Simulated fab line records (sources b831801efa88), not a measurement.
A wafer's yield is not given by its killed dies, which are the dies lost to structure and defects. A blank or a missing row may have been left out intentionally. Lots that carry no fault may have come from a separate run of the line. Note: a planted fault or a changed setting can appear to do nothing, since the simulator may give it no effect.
Problem report, 8D (eight disciplines) form, completed by code | flow gf180mcu | the parts of the form that need people (team, actions taken, sign-off) are left out

== 1. THE ISSUE ==
Wafers free of any fault read 553 (standard deviation 5.1) for MVPSD_TW at GF_MVPSD_TW_MEAS_11, against a mean of 761 on 6 wafers of 2 lots. Relative to the usual mean, that is a shift of +41 standard deviations.
The first sign was on wafer L519.1 at day 8 02:14, on film-metro-04. Wafers with a number at this step in the record: 36, from 12 lots. The rule behind "out" and "out of limits": a value lying over 4 standard deviations away from the usual mean. The rest of the wafers with a number are treated as sound.

== 2. WHAT IT IS, WHAT IT ISN'T ==
question                    | is                           | is not
which readings at this step | MVPSD_TW                     | -
which lots                  | L519, L520                   | L507, L508, L509, L510, L511, L522, L525, L526, L528, L530
which wafers of those lots  | all that have a number       | -
read on which gauges        | film-metro-01, film-metro-04 | film-metro-03
when                        | from day 8 02:14             | up to then (15 sound wafers); but 15 sound wafers of L522, L525, L526, L528, L530 came after

== 3. THE SUSPECTS, EACH WITH WHAT RULES IT OUT ==
Counting: any tool at a process step up to the reading is kept as a suspect provided that every lot that is out went through it and no sound lot did after the first of them.
- the gauge at GF_MVPSD_TW_MEAS_11: ruled out. 2 gauges (film-metro-01, film-metro-04) read the wafers that are out.
- implanter-02 at GF_MVPSD_IMPLANT_09: kept. It processed each lot that is out, first L519 at day 8 01:59, and no sound lot thereafter; up to then, the last sound lot it processed was L507 at day 5 04:14. Its own readings are out on those wafers: dose-ions-cm2, faraday-current-uA.
Remaining after the count: implanter-02 at GF_MVPSD_IMPLANT_09.

== 4. THE CAUSE (what the simulator had put in) ==
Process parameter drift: implanter-02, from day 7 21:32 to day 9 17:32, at GF_MVPSD_IMPLANT_09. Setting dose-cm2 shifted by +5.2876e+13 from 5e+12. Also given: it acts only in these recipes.
The count eliminated every tool but this one.

== 5. THE CHAIN OF EFFECTS, in route order ==
One row per reading whose mean, taken over the struck wafers that have a number, lies over 3 standard deviations from the usual. Only readings whose record carries a usual standard deviation are examined. hours: median over the lots of the time between each lot's start at the first step of this table that gives one and its start at this step. sigmas: the change, counted in usual standard deviations.
hours | step                     | reading            | usual         | on struck wafers | change | sigmas
0     | GF_MVPSD_IMPLANT_09      | dose-ions-cm2      | 5e+12         | 6e+13            | +5e+13 | +99 or more
0     | GF_MVPSD_IMPLANT_09      | faraday-current-uA | 28.2          | 322.8            | +294.6 | +99 or more
0     | GF_MVPSD_TW_MEAS_11      | MVPSD_TW           | 553           | 761              | +208   | +41
71    | GF_VT_IMPLANT_RS_MEAS_49 | MVPSD_RS           | 1169.0 ohm/sq | 576.2            | -592.8 | -99 or more
Process steps it contains:
- GF_MVPSD_IMPLANT_09
At these later measuring or inspecting steps, every struck wafer for which the step has a row has a number for every such reading, and none has moved that far: GF_VT_IMPLANT_OVL_MEAS_40.

== 6. WHAT WOULD HAVE CAUGHT IT SOONER ==
In this record the first reading out of limits at a measuring or inspecting step was taken at day 8 02:14, 5 hours after the fault began at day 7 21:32.
The tool's own readings at GF_MVPSD_IMPLANT_09 were out on every struck wafer that the step has a row for (dose-ions-cm2, faraday-current-uA): an alarm limit on them would have fired on the first of those.
Lots out: 2; of these, L520 started GF_MVPSD_IMPLANT_09 on implanter-02 after day 8 02:14. A tool hold placed at that time would have kept it from harm.
